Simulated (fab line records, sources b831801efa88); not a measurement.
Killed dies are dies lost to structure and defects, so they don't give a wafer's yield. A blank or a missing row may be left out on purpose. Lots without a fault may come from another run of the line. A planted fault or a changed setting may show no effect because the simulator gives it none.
Which tool did it? | flow gf180mcu | 12 lots, 36 wafers sampled, at 6 steps of a route of 602

WHAT THE GAUGES READ, wafer by wafer
GF_SAB_OVL_MEAS_10. Usual: SAB_OVL -0.3 nm, standard deviation 1.4.
lot  | measured     | on         | SAB_OVL (nm)   | flag
L408 | day 15 02:47 | overlay-01 | -1.5 -2.1 -3.0 |
L410 | day 15 19:49 | overlay-01 | 1.4 0.5 0.5    |
L411 | day 16 03:35 | overlay-02 | -0.6 0.7 -1.7  |
L412 | day 16 11:44 | overlay-01 | 0.6 0.6 0.8    |
L413 | day 17 00:47 | overlay-01 | -1.6 -0.1 -0.5 |
L416 | day 18 02:41 | overlay-01 | -3.7 -2.6 -3.7 |
L417 | day 18 09:58 | overlay-02 | -0.8 -1.5 -0.2 |
L424 | day 20 23:53 | overlay-02 | 4.2 2.7 1.5    |
L425 | day 21 06:02 | overlay-02 | 2.2 0.7 -0.4   |
L429 | day 22 13:56 | overlay-02 | 1.0 -1.3 -0.4  |
L430 | day 22 22:46 | overlay-02 | -2.2 0.4 -0.8  |
L431 | day 23 03:56 | overlay-02 | -1.1 -0.3 1.6  |

GF_CONTACT_RS_MEAS_25: measures by four-point-probe. Usual: CONTACT_W_RS 0.383 ohm/sq, standard deviation 0.0035.
lot  | measured     | on            | CONTACT_W_RS (ohm/sq) | flag
L408 | day 16 02:41 | film_metro-02 | 0.380 0.384 0.386     |
L410 | day 16 20:55 | film_metro-04 | 0.386 0.390 0.386     |
L411 | day 17 04:17 | film_metro-04 | 0.384 0.384 0.381     |
L412 | day 17 12:44 | film_metro-04 | 0.387 0.377 0.378     |
L413 | day 18 02:32 | film_metro-03 | 0.380 0.380 0.379     |
L416 | day 19 04:19 | film_metro-04 | 0.264 0.383 0.264     | OFF
L417 | day 19 11:43 | film_metro-03 | 0.386 0.261 0.380     | OFF
L424 | day 22 02:49 | film_metro-03 | 0.385 0.385 0.385     |
L425 | day 22 08:22 | film_metro-02 | 0.386 0.390 0.385     |
L429 | day 23 15:47 | film_metro-03 | 0.387 0.389 0.383     |
L430 | day 24 00:10 | film_metro-02 | 0.376 0.380 0.378     |
L431 | day 24 04:32 | film_metro-04 | 0.384 0.384 0.382     |

GF_CONTACT_THK_MEAS_26: measures by xrf. Usual: CONTACT_W_THK 307 nm, standard deviation 3.5.
lot  | measured     | on            | CONTACT_W_THK (nm) | flag
L408 | day 16 02:49 | film_metro-02 | 309 308 304        |
L410 | day 16 21:02 | film_metro-04 | 306 302 305        |
L411 | day 17 04:23 | film_metro-04 | 309 309 313        |
L412 | day 17 12:50 | film_metro-04 | 306 315 313        |
L413 | day 18 02:39 | film_metro-03 | 308 308 310        |
L416 | day 19 04:25 | film_metro-04 | 450 308 446        | OFF
L417 | day 19 11:50 | film_metro-03 | 301 446 303        | OFF
L424 | day 22 02:55 | film_metro-03 | 301 303 303        |
L425 | day 22 08:29 | film_metro-02 | 305 301 306        |
L429 | day 23 15:53 | film_metro-03 | 306 302 306        |
L430 | day 24 00:17 | film_metro-02 | 312 309 310        |
L431 | day 24 04:39 | film_metro-04 | 309 308 309        |

WHICH TOOL RAN EACH LOT (tool, then ch and the chambers of the sampled wafers, then the start)
lot  | GF_CONTACT_SPUTTER_22        | GF_CONTACT_SPUTTER_23        | GF_CONTACT_CVD_24
L408 | pvd_sputter-04, day 16 02:29 | pvd_sputter-04, day 16 02:33 | cvd_w-01 ch 0,1, day 16 02:35
L410 | pvd_sputter-04, day 16 20:43 | pvd_sputter-04, day 16 20:46 | cvd_w-01 ch 0,1, day 16 20:49
L411 | pvd_sputter-03, day 17 04:04 | pvd_sputter-03, day 17 04:08 | cvd_w-02 ch 0,1, day 17 04:10
L412 | pvd_sputter-01, day 17 12:29 | pvd_sputter-01, day 17 12:34 | cvd_w-02 ch 0,1, day 17 12:38
L413 | pvd_sputter-03, day 18 02:19 | pvd_sputter-03, day 18 02:23 | cvd_w-02 ch 0,1, day 18 02:25
L416 | pvd_sputter-03, day 19 04:04 | pvd_sputter-03, day 19 04:07 | cvd_w-02 ch 0,1, day 19 04:12
L417 | pvd_sputter-04, day 19 11:31 | pvd_sputter-04, day 19 11:34 | cvd_w-02 ch 0,1, day 19 11:37
L424 | pvd_sputter-04, day 22 02:34 | pvd_sputter-04, day 22 02:38 | cvd_w-02 ch 0,1, day 22 02:43
L425 | pvd_sputter-03, day 22 08:10 | pvd_sputter-03, day 22 08:14 | cvd_w-01 ch 0,1, day 22 08:16
L429 | pvd_sputter-03, day 23 15:32 | pvd_sputter-03, day 23 15:36 | cvd_w-01 ch 0,1, day 23 15:40
L430 | pvd_sputter-03, day 23 23:58 | pvd_sputter-03, day 24 00:01 | cvd_w-02 ch 0,1, day 24 00:04
L431 | pvd_sputter-03, day 24 04:19 | pvd_sputter-03, day 24 04:23 | cvd_w-01 ch 0,1, day 24 04:25
- GF_CONTACT_SPUTTER_22: material Ti, target thk 15 nm, time 80.02 s.
- GF_CONTACT_SPUTTER_23: material TiN, target thk 10 nm, time 40 s.
- GF_CONTACT_CVD_24: deposits W, target thk 300 nm, time 90.339 s.

WHAT THE TOOLS THEMSELVES READ (means of the sampled wafers that have a number; where no wafer has one, the mark that the record gives instead)
GF_CONTACT_SPUTTER_22. Usual: throttle_valve_pct 29.7 %, standard deviation 0.92.
lot  | tool           | throttle_valve_pct (%) | flag
L408 | pvd_sputter-04 | 30.1                   |
L410 | pvd_sputter-04 | 30.2                   |
L411 | pvd_sputter-03 | 30.1                   |
L412 | pvd_sputter-01 | 28.8                   |
L413 | pvd_sputter-03 | 28.9                   |
L416 | pvd_sputter-03 | 30.7                   |
L417 | pvd_sputter-04 | 29.8                   |
L424 | pvd_sputter-04 | 29.9                   |
L425 | pvd_sputter-03 | 29.2                   |
L429 | pvd_sputter-03 | 29.9                   |
L430 | pvd_sputter-03 | 30.7                   |
L431 | pvd_sputter-03 | 30.0                   |

GF_CONTACT_SPUTTER_23. Usual: throttle_valve_pct 29.8 %, standard deviation 0.93.
lot  | tool           | throttle_valve_pct (%) | flag
L408 | pvd_sputter-04 | 30.1                   |
L410 | pvd_sputter-04 | 30.3                   |
L411 | pvd_sputter-03 | 30.0                   |
L412 | pvd_sputter-01 | 28.8                   |
L413 | pvd_sputter-03 | 28.9                   |
L416 | pvd_sputter-03 | 30.8                   |
L417 | pvd_sputter-04 | 29.8                   |
L424 | pvd_sputter-04 | 29.8                   |
L425 | pvd_sputter-03 | 29.4                   |
L429 | pvd_sputter-03 | 30.1                   |
L430 | pvd_sputter-03 | 30.6                   |
L431 | pvd_sputter-03 | 30.1                   |

GF_CONTACT_CVD_24. Usual: chamber_pressure_Torr 39.99 Torr, standard deviation 0.081; heater_power_outer_w 517 W, standard deviation 27; heater_power_w 864 W, standard deviation 48.
lot  | tool     | chamber_pressure_Torr (Torr) | heater_power_outer_w (W) | heater_power_w (W) | flag
L408 | cvd_w-01 | 39.96                        | 532                      | 880                |
L410 | cvd_w-01 | 40.00                        | 509                      | 868                |
L411 | cvd_w-02 | 40.04                        | 500                      | 846                |
L412 | cvd_w-02 | 39.97                        | 528                      | 882                |
L413 | cvd_w-02 | 39.98                        | 508                      | 850                |
L416 | cvd_w-02 | 39.95                        | 516                      | 837                |
L417 | cvd_w-02 | 40.05                        | 523                      | 885                |
L424 | cvd_w-02 | 39.98                        | 525                      | 897                |
L425 | cvd_w-01 | 39.95                        | 511                      | 853                |
L429 | cvd_w-01 | 40.09                        | 522                      | 845                |
L430 | cvd_w-02 | 39.96                        | 512                      | 841                |
L431 | cvd_w-01 | 39.96                        | 525                      | 872                |

THE ANSWER, worked out from the rows above alone
Rule: a lot is off if the mean of its wafers that have a number lies more than 3 standard deviations from the usual mean. A lot without any number at a reading at which 4 lots or more have one is off too. The other lots that the step has rows for count as sound. The gauges are gone through in route order, then the tools' own readings, and for those a lot's mean is taken as printed above. The first step at which some lot is off is used, and at that step the reading that is off furthest; a lot without a number counts as furthest.
Off: L416, L417, at GF_CONTACT_RS_MEAS_25 (CONTACT_W_RS).
A tool fits if, at a process step before that reading, it ran every lot that is off, and no sound lot after the first of them. The gauges at GF_CONTACT_RS_MEAS_25 are tried like those tools. None of those tried fits.

WHAT THE SIMULATOR HAD PUT IN
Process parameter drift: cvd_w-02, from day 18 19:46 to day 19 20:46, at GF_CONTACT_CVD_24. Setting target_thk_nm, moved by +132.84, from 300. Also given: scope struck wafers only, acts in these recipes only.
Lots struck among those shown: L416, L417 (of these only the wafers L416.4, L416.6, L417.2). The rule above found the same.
